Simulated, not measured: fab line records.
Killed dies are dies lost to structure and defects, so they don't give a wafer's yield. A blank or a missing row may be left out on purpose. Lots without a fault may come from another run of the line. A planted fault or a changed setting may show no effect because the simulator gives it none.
fab line records	flow gf180mcu
record lots=24	wafers=72	lastDay=34
route steps=602 shown POLY_GATE@175 V3@451 M4@456 V4@481
lots with no fault: from the same line, run without faults
startH: start of the lot's first displayed wafer, in hours after the record's first day	waitH: hours since the lot's step before	" same as the row above	L1.1+2: a row that stands for several wafers	- value missing, or start not given	* or withheld: withheld	< > ~ a bound
route shown NAME@n: NAME is a module with steps in the file, n the number in the route of the first one	usual: mean and standard deviation over wafers with no fault	same: alike in all rows	chamber/n: place in a boat	sites: per-site readings	_std_site: their standard deviation	_edge_site: mean of outer sites minus mean of inner sites	radiusMm: for every site, how far away it sits from the centre of the wafer	mask NAME#n: copy n	behind: the last tool/chamber to shape the wafer	hold: the reason the lot was held/the length of the hold in hours/how it ended	device: transistor that didn't switch, given as n, p or np	end of line: the route-end tests of the same wafers	step lacking rows: just its recipe	killed: count of dies lost to structure and defects at first sort (not the wafer's yield)	map: a wafer's dies, x killed, . not, _ none there
set.NAME: the run value of the setting; set.NAME@STEP: its run value at that earlier step	model.NAME: the simulator's own value behind a step, which no gauge read
a sample of lots followed through the steps of the route, with each step as a table and each wafer as a row
services: when a tool's chamber went out of use (startH, in hours from the record's first day, below 0 if earlier), for how many hours, and the reason
## steps
# step GF_POLY_GATE_CD_MEAS_18
# usual cdNm=279.4/1.9
lot.wafer	tool	chamber	startH	waitH	cdNm
L074.1	cdSem-02	-	199.61	0.1	279.2
L074.2	"	-	"	"	278.5
L074.5	"	-	"	"	280.5
L075.1	cdSem-02	-	205.71	0.1	280.1
L075.4	"	-	"	"	279.7
L075.6	"	-	"	"	281.7
L076.1	cdSem-01	-	210.04	0.1	279.7
L076.3	"	-	"	"	280.3
L076.5	"	-	"	"	276.9
L077.1	cdSem-01	-	217.29	0.1	280.9
L077.2	"	-	"	"	278.7
L077.4	"	-	"	"	278.7
L078.2	cdSem-02	-	225.33	0.1	276.1
L078.3	"	-	"	"	281.6
L078.6	"	-	"	"	280.1
L079.2	cdSem-02	-	234.77	0.1	278.8
L079.4	"	-	"	"	282.3
L079.6	"	-	"	"	280.6
L080.1	cdSem-02	-	241.21	0.1	277.6
L080.3	"	-	"	"	276.1
L080.5	"	-	"	"	279.9
L081.1	cdSem-01	-	244.11	0.1	273.6
L081.2	"	-	"	"	280.7
L081.5	"	-	"	"	279.6
L082.1	cdSem-02	-	258.25	0.1	280.3
L082.5	"	-	"	"	278.8
L082.6	"	-	"	"	278.3
L083.2	cdSem-01	-	262.21	0.1	278.8
L083.3	"	-	"	"	279.1
L083.6	"	-	"	"	277.4
L084.2	cdSem-01	-	271.30	0.1	282.1
L084.4	"	-	"	"	279.8
L084.6	"	-	"	"	281.5
L085.4	cdSem-01	-	276.71	0.1	281.1
L085.5	"	-	"	"	280.8
L085.6	"	-	"	"	278.2
L086.2	cdSem-01	-	282.15	0.1	279.6
L086.4	"	-	"	"	280.2
L086.5	"	-	"	"	280.4
L087.1	cdSem-02	-	288.81	0.1	280.1
L087.4	"	-	"	"	284.4
L087.6	"	-	"	"	281.7
L088.2	cdSem-01	-	298.69	0.1	278.5
L088.4	"	-	"	"	274.2
L088.6	"	-	"	"	277.3
L089.1	cdSem-01	-	303.88	0.1	279.5
L089.3	"	-	"	"	278.8
L089.4	"	-	"	"	281.1
L090.1	cdSem-02	-	316.36	0.1	284.4
L090.3	"	-	"	"	281.8
L090.6	"	-	"	"	280.4
L091.1	cdSem-01	-	317.82	0.1	275.4
L091.2	"	-	"	"	278.4
L091.3	"	-	"	"	279.5
L092.2	cdSem-02	-	332.85	0.1	279.2
L092.3	"	-	"	"	280.0
L092.6	"	-	"	"	279.0
L093.3	cdSem-02	-	337.94	0.1	282.0
L093.5	"	-	"	"	280.3
L093.6	"	-	"	"	281.9
L094.4	cdSem-02	-	344.46	0.1	280.2
L094.5	"	-	"	"	279.6
L094.6	"	-	"	"	281.1
L095.1	cdSem-02	-	350.09	0.1	276.2
L095.3	"	-	"	"	279.7
L095.4	"	-	"	"	279.9
L096.1	cdSem-02	-	359.09	0.1	279.3
L096.3	"	-	"	"	276.8
L096.6	"	-	"	"	278.1
L097.2	cdSem-02	-	369.07	0.1	280.0
L097.3	"	-	"	"	280.4
L097.6	"	-	"	"	278.7
# step GF_V3_SPUTTER_22
# recipe material=TiN	targetThkNm=10	chamberPressurePa=5	powerW=4000	timeS=40
# usual throttleValvePct=30.0/1.6
lot.wafer	tool	chamber	startH	waitH	throttleValvePct
L074.1	pvdSputter-03	-	516.32	0.0	31.9
L074.2	"	-	"	"	30.1
L074.5	"	-	"	"	32.8
L075.1	pvdSputter-04	-	525.84	0.0	31.1
L075.4	"	-	"	"	27.7
L075.6	"	-	"	"	31.2
L076.1	pvdSputter-01	-	529.59	0.0	28.5
L076.3	"	-	"	"	30.5
L076.5	"	-	"	"	30.5
L077.1	pvdSputter-01	-	541.01	0.0	29.4
L077.2	"	-	"	"	28.9
L077.4	"	-	"	"	28.3
L078.2	pvdSputter-01	-	548.84	0.0	29.3
L078.3	"	-	"	"	28.3
L078.6	"	-	"	"	30.5
L079.2	pvdSputter-04	-	556.89	0.0	27.8
L079.4	"	-	"	"	31.6
L079.6	"	-	"	"	27.9
L080.1	pvdSputter-03	-	571.44	0.0	30.1
L080.3	"	-	"	"	32.0
L080.5	"	-	"	"	27.4
L081.1	pvdSputter-03	-	575.19	0.0	30.0
L081.2	"	-	"	"	27.5
L081.5	"	-	"	"	32.9
L082.1	pvdSputter-03	-	584.71	0.0	27.6
L082.5	"	-	"	"	27.8
L082.6	"	-	"	"	33.0
L083.2	pvdSputter-01	-	597.59	0.0	30.4
L083.3	"	-	"	"	29.1
L083.6	"	-	"	"	29.2
L084.2	pvdSputter-04	-	601.24	0.0	31.5
L084.4	"	-	"	"	27.8
L084.6	"	-	"	"	31.8
L085.4	pvdSputter-01	-	606.67	0.0	28.3
L085.5	"	-	"	"	30.8
L085.6	"	-	"	"	29.1
L086.2	pvdSputter-04	-	616.59	0.0	31.1
L086.4	"	-	"	"	27.9
L086.5	"	-	"	"	31.3
L087.1	pvdSputter-03	-	620.46	0.0	29.8
L087.4	"	-	"	"	31.5
L087.6	"	-	"	"	27.9
L088.2	pvdSputter-01	-	629.89	0.0	29.5
L088.4	"	-	"	"	28.4
L088.6	"	-	"	"	31.0
L089.1	pvdSputter-03	-	635.19	0.0	31.9
L089.3	"	-	"	"	32.9
L089.4	"	-	"	"	27.7
L090.1	pvdSputter-01	-	647.55	0.0	29.1
L090.3	"	-	"	"	28.3
L090.6	"	-	"	"	29.4
L091.1	pvdSputter-01	-	649.73	0.0	29.4
L091.2	"	-	"	"	29.1
L091.3	"	-	"	"	28.7
L092.2	pvdSputter-04	-	667.60	0.0	28.3
L092.3	"	-	"	"	31.7
L092.6	"	-	"	"	28.1
L093.3	pvdSputter-03	-	667.61	0.0	27.9
L093.5	"	-	"	"	31.8
L093.6	"	-	"	"	29.9
L094.4	pvdSputter-03	-	672.32	0.0	27.8
L094.5	"	-	"	"	31.7
L094.6	"	-	"	"	29.9
L095.1	pvdSputter-04	-	678.32	0.0	30.7
L095.3	"	-	"	"	31.4
L095.4	"	-	"	"	28.1
L096.1	pvdSputter-04	-	687.02	0.0	30.9
L096.3	"	-	"	"	27.8
L096.6	"	-	"	"	31.3
L097.2	pvdSputter-04	-	693.84	0.0	31.9
L097.3	"	-	"	"	27.8
L097.6	"	-	"	"	31.0
# step GF_M4_SPUTTER_00
# recipe material=Ti	targetThkNm=37.5	arrivingIonEnergyEv=80	substrateTempC=200	chamberPressurePa=2	powerW=4000	timeS=150
# usual throttleValvePct=30.0/1.2
lot.wafer	tool	chamber	startH	waitH	throttleValvePct
L074.1	pvdSputter-01	-	516.95	0.2	29.2
L074.2	"	-	"	"	29.2
L074.5	"	-	"	"	28.4
L075.1	pvdSputter-02	-	526.48	0.2	31.7
L075.4	"	-	"	"	28.8
L075.6	"	-	"	"	31.1
L076.1	pvdSputter-02	-	530.22	0.2	29.1
L076.3	"	-	"	"	31.5
L076.5	"	-	"	"	31.3
L077.1	pvdSputter-04	-	541.64	0.2	31.2
L077.2	"	-	"	"	27.9
L077.4	"	-	"	"	30.7
L078.2	pvdSputter-01	-	549.47	0.2	29.2
L078.3	"	-	"	"	28.3
L078.6	"	-	"	"	30.4
L079.2	pvdSputter-01	-	557.52	0.1	29.2
L079.4	"	-	"	"	30.5
L079.6	"	-	"	"	28.5
L080.1	pvdSputter-04	-	572.07	0.2	31.5
L080.3	"	-	"	"	28.1
L080.5	"	-	"	"	28.0
L081.1	pvdSputter-02	-	577.29	0.2	30.1
L081.2	"	-	"	"	31.5
L081.5	"	-	"	"	29.1
L082.1	pvdSputter-04	-	585.34	0.2	31.2
L082.5	"	-	"	"	31.2
L082.6	"	-	"	"	28.0
L083.2	pvdSputter-01	-	598.29	0.2	28.5
L083.3	"	-	"	"	29.3
L083.6	"	-	"	"	29.2
L084.2	pvdSputter-04	-	601.87	0.1	27.7
L084.4	"	-	"	"	30.9
L084.6	"	-	"	"	31.5
L085.4	pvdSputter-04	-	607.30	0.1	31.1
L085.5	"	-	"	"	31.6
L085.6	"	-	"	"	28.0
L086.2	pvdSputter-01	-	617.22	0.2	29.2
L086.4	"	-	"	"	29.4
L086.5	"	-	"	"	29.5
L087.1	pvdSputter-01	-	621.09	0.1	29.0
L087.4	"	-	"	"	29.3
L087.6	"	-	"	"	30.6
L088.2	pvdSputter-01	-	630.52	0.2	30.5
L088.4	"	-	"	"	30.5
L088.6	"	-	"	"	28.6
L089.1	pvdSputter-01	-	635.83	0.2	30.5
L089.3	"	-	"	"	28.6
L089.4	"	-	"	"	29.3
L090.1	pvdSputter-04	-	648.19	0.2	27.9
L090.3	"	-	"	"	30.7
L090.6	"	-	"	"	27.8
L091.1	pvdSputter-01	-	650.37	0.1	29.2
L091.2	"	-	"	"	29.4
L091.3	"	-	"	"	30.6
L092.2	pvdSputter-02	-	668.24	0.2	31.0
L092.3	"	-	"	"	29.0
L092.6	"	-	"	"	31.2
L093.3	pvdSputter-04	-	668.24	0.2	31.7
L093.5	"	-	"	"	27.8
L093.6	"	-	"	"	31.1
L094.4	pvdSputter-04	-	672.94	0.1	31.0
L094.5	"	-	"	"	31.7
L094.6	"	-	"	"	28.0
L095.1	pvdSputter-04	-	678.95	0.2	31.2
L095.3	"	-	"	"	31.6
L095.4	"	-	"	"	30.9
L096.1	pvdSputter-02	-	687.65	0.2	31.1
L096.3	"	-	"	"	31.5
L096.6	"	-	"	"	29.1
L097.2	pvdSputter-02	-	694.47	0.2	31.5
L097.3	"	-	"	"	31.3
L097.6	"	-	"	"	31.2
# step GF_V4_BOW_MEAS_05
# recipe mode=bow
# usual V4_BOW=135/10
lot.wafer	tool	chamber	startH	waitH	V4_BOW[um]
L074.1	filmMetro-04	-	541.42	0.1	138
L074.2	"	-	"	"	138
L074.5	"	-	"	"	135
L075.1	filmMetro-04	-	550.81	0.1	132
L075.4	"	-	"	"	140
L075.6	"	-	"	"	131
L076.1	filmMetro-01	-	553.68	0.2	152
L076.3	"	-	"	"	141
L076.5	"	-	"	"	135
L077.1	filmMetro-01	-	565.60	0.1	136
L077.2	"	-	"	"	126
L077.4	"	-	"	"	135
L078.2	filmMetro-04	-	575.97	0.3	136
L078.3	"	-	"	"	132
L078.6	"	-	"	"	144
L079.2	filmMetro-01	-	581.69	0.2	158
L079.4	"	-	"	"	150
L079.6	"	-	"	"	154
L080.1	filmMetro-01	-	594.86	0.2	148
L080.3	"	-	"	"	150
L080.5	"	-	"	"	156
L081.1	filmMetro-01	-	600.02	0.2	132
L081.2	"	-	"	"	141
L081.5	"	-	"	"	152
L082.1	filmMetro-04	-	608.00	0.2	137
L082.5	"	-	"	"	129
L082.6	"	-	"	"	135
L083.2	filmMetro-03	-	620.17	0.2	142
L083.3	"	-	"	"	128
L083.6	"	-	"	"	134
L084.2	filmMetro-01	-	624.13	0.2	160
L084.4	"	-	"	"	136
L084.6	"	-	"	"	145
L085.4	filmMetro-04	-	629.41	0.2	125
L085.5	"	-	"	"	132
L085.6	"	-	"	"	132
L086.2	filmMetro-03	-	638.71	0.1	126
L086.4	"	-	"	"	127
L086.5	"	-	"	"	116
L087.1	filmMetro-01	-	641.99	0.2	151
L087.4	"	-	"	"	154
L087.6	"	-	"	"	135
L088.2	filmMetro-04	-	651.56	0.2	129
L088.4	"	-	"	"	136
L088.6	"	-	"	"	132
L089.1	filmMetro-03	-	657.52	0.1	116
L089.3	"	-	"	"	112
L089.4	"	-	"	"	112
L090.1	filmMetro-03	-	669.30	0.2	153
L090.3	"	-	"	"	132
L090.6	"	-	"	"	139
L091.1	filmMetro-04	-	670.93	0.1	126
L091.2	"	-	"	"	133
L091.3	"	-	"	"	137
L092.2	filmMetro-01	-	688.42	0.2	137
L092.3	"	-	"	"	146
L092.6	"	-	"	"	135
L093.3	filmMetro-04	-	688.86	0.3	125
L093.5	"	-	"	"	126
L093.6	"	-	"	"	112
L094.4	filmMetro-04	-	693.31	0.2	126
L094.5	"	-	"	"	132
L094.6	"	-	"	"	129
L095.1	filmMetro-01	-	699.69	0.1	133
L095.3	"	-	"	"	123
L095.4	"	-	"	"	137
L096.1	filmMetro-01	-	708.05	0.2	141
L096.3	"	-	"	"	130
L096.6	"	-	"	"	129
L097.2	filmMetro-04	-	714.10	0.1	116
L097.3	"	-	"	"	123
L097.6	"	-	"	"	133
# step GF_V4_SPUTTER_21
# recipe material=Ti	targetThkNm=15	chamberPressurePa=5	powerW=2500	substrateTempC=200	timeS=80.02
# usual throttleValvePct=30.4/1.6
lot.wafer	tool	chamber	startH	waitH	throttleValvePct
L074.1	pvdSputter-02	-	565.02	0.0	31.4
L074.2	"	-	"	"	28.9
L074.5	"	-	"	"	28.7
L075.1	pvdSputter-04	-	574.25	0.0	31.2
L075.4	"	-	"	"	28.0
L075.6	"	-	"	"	30.8
L076.1	pvdSputter-02	-	576.44	0.0	30.9
L076.3	"	-	"	"	31.3
L076.5	"	-	"	"	30.3
L077.1	pvdSputter-02	-	586.89	0.0	31.2
L077.2	"	-	"	"	30.1
L077.4	"	-	"	"	31.5
L078.2	pvdSputter-04	-	597.18	0.0	31.2
L078.3	"	-	"	"	28.1
L078.6	"	-	"	"	30.9
L079.2	pvdSputter-04	-	603.67	0.0	31.1
L079.4	"	-	"	"	31.5
L079.6	"	-	"	"	31.2
L080.1	pvdSputter-03	-	616.86	0.0	28.2
L080.3	"	-	"	"	30.0
L080.5	"	-	"	"	31.5
L081.1	pvdSputter-02	-	621.51	0.0	29.1
L081.2	"	-	"	"	31.6
L081.5	"	-	"	"	31.4
L082.1	pvdSputter-03	-	629.43	0.0	27.6
L082.5	"	-	"	"	30.1
L082.6	"	-	"	"	32.9
L083.2	pvdSputter-03	-	641.10	0.0	31.4
L083.3	"	-	"	"	32.9
L083.6	"	-	"	"	32.7
L084.2	pvdSputter-04	-	645.34	0.0	31.5
L084.4	"	-	"	"	31.4
L084.6	"	-	"	"	31.1
L085.4	pvdSputter-02	-	650.02	0.0	28.7
L085.5	"	-	"	"	31.0
L085.6	"	-	"	"	30.1
L086.2	pvdSputter-03	-	660.05	0.0	33.2
L086.4	"	-	"	"	30.2
L086.5	"	-	"	"	33.1
L087.1	pvdSputter-02	-	661.98	0.0	31.6
L087.4	"	-	"	"	31.1
L087.6	"	-	"	"	31.4
L088.2	pvdSputter-04	-	671.66	0.0	31.7
L088.4	"	-	"	"	28.0
L088.6	"	-	"	"	27.8
L089.1	pvdSputter-03	-	677.88	0.0	31.9
L089.3	"	-	"	"	27.7
L089.4	"	-	"	"	30.0
L090.1	pvdSputter-04	-	688.80	0.0	28.1
L090.3	"	-	"	"	31.3
L090.6	"	-	"	"	28.2
L091.1	pvdSputter-03	-	691.39	0.0	30.2
L091.2	"	-	"	"	32.6
L091.3	"	-	"	"	27.8
L092.2	pvdSputter-03	-	708.61	0.0	30.4
L092.3	"	-	"	"	27.7
L092.6	"	-	"	"	31.7
L093.3	pvdSputter-03	-	708.71	0.0	31.7
L093.5	"	-	"	"	27.6
L093.6	"	-	"	"	31.9
L094.4	pvdSputter-04	-	713.33	0.0	27.9
L094.5	"	-	"	"	31.6
L094.6	"	-	"	"	28.1
L095.1	pvdSputter-03	-	718.63	0.0	32.0
L095.3	"	-	"	"	29.9
L095.4	"	-	"	"	27.7
L096.1	pvdSputter-03	-	726.67	0.0	29.9
L096.3	"	-	"	"	27.6
L096.6	"	-	"	"	27.7
L097.2	pvdSputter-03	-	732.53	0.0	29.7
L097.3	"	-	"	"	27.6
L097.6	"	-	"	"	31.8
# step GF_V4_CVD_23
# recipe material=W	targetThkNm=350	timeS=104.9	tempC=400	pressureTorr=40
# usual heaterPowerW=899/54
lot.wafer	tool	chamber	startH	waitH	heaterPowerW
L074.1	cvdW-02	1	565.12	0.0	838
L074.2	"	0	"	"	888
L074.5	"	0	"	"	872
L075.1	cvdW-02	0	574.35	0.0	891
L075.4	"	0	"	"	879
L075.6	"	1	"	"	855
L076.1	cvdW-01	0	576.54	0.0	993
L076.3	"	1	"	"	879
L076.5	"	1	"	"	880
L077.1	cvdW-02	0	586.99	0.0	875
L077.2	"	1	"	"	871
L077.4	"	0	"	"	853
L078.2	cvdW-01	0	597.28	0.0	1009
L078.3	"	0	"	"	1016
L078.6	"	0	"	"	975
L079.2	cvdW-02	0	603.77	0.0	884
L079.4	"	1	"	"	843
L079.6	"	1	"	"	860
L080.1	cvdW-02	1	616.96	0.0	885
L080.3	"	0	"	"	900
L080.5	"	1	"	"	852
L081.1	cvdW-02	1	621.61	0.0	846
L081.2	"	0	"	"	891
L081.5	"	1	"	"	870
L082.1	cvdW-02	0	629.53	0.0	882
L082.5	"	1	"	"	858
L082.6	"	0	"	"	884
L083.2	cvdW-01	1	641.20	0.0	860
L083.3	"	1	"	"	867
L083.6	"	0	"	"	1015
L084.2	cvdW-02	0	645.44	0.0	913
L084.4	"	0	"	"	856
L084.6	"	0	"	"	868
L085.4	cvdW-01	0	650.16	0.1	1016
L085.5	"	1	"	"	884
L085.6	"	0	"	"	1022
L086.2	cvdW-02	1	660.15	0.0	861
L086.4	"	1	"	"	871
L086.5	"	1	"	"	869
L087.1	cvdW-01	1	662.08	0.0	860
L087.4	"	1	"	"	862
L087.6	"	1	"	"	858
L088.2	cvdW-01	0	671.76	0.0	1004
L088.4	"	0	"	"	995
L088.6	"	0	"	"	958
L089.1	cvdW-01	1	677.98	0.0	865
L089.3	"	1	"	"	864
L089.4	"	0	"	"	985
L090.1	cvdW-01	1	688.90	0.0	874
L090.3	"	0	"	"	982
L090.6	"	0	"	"	991
L091.1	cvdW-02	1	691.49	0.0	850
L091.2	"	0	"	"	867
L091.3	"	1	"	"	850
L092.2	cvdW-02	0	708.71	0.0	876
L092.3	"	0	"	"	900
L092.6	"	0	"	"	893
L093.3	cvdW-02	1	708.86	0.1	864
L093.5	"	1	"	"	869
L093.6	"	0	"	"	898
L094.4	cvdW-01	1	713.46	0.1	873
L094.5	"	1	"	"	876
L094.6	"	0	"	"	1033
L095.1	cvdW-01	1	718.73	0.0	871
L095.3	"	0	"	"	993
L095.4	"	1	"	"	859
L096.1	cvdW-02	1	726.77	0.0	853
L096.3	"	0	"	"	849
L096.6	"	1	"	"	873
L097.2	cvdW-02	1	732.63	0.0	864
L097.3	"	0	"	"	899
L097.6	"	1	"	"	866
## services
tool	chamber	startH	hours	kind
cvdW-02	-	497.44	0.7	repair
cvdW-02	0	503.85	4.3	repair
pvdSputter-03	-	520.81	3.6	repair
pvdSputter-04	2	560.47	-	consumableReplace:kit
pvdSputter-04	2	560.47	18.0	scheduledDown
pvdSputter-04	2	560.47	18.0	ventCycle
pvdSputter-02	-	593.06	27.1	repair
pvdSputter-04	-	597.68	0.6	repair
pvdSputter-01	0	626.16	-	consumableReplace:kit
pvdSputter-01	0	626.16	18.0	scheduledDown
pvdSputter-01	0	626.16	18.0	ventCycle
cvdW-02	-	639.78	1.5	repair
pvdSputter-03	2	662.54	-	consumableReplace:kit
pvdSputter-03	2	662.54	18.0	scheduledDown
pvdSputter-03	2	662.54	18.0	ventCycle
cvdW-01	-	668.63	2.8	pm
pvdSputter-03	-	678.19	2.1	repair
pvdSputter-04	-	682.47	2.4	repair
pvdSputter-03	-	682.64	2.1	repair
pvdSputter-02	-	698.57	40.2	repair
pvdSputter-01	-	700.85	8.0	repair
pvdSputter-01	3	720.55	-	consumableReplace:kit
pvdSputter-01	3	720.55	18.0	scheduledDown
pvdSputter-04	-	724.51	5.8	repair
## key
fault none
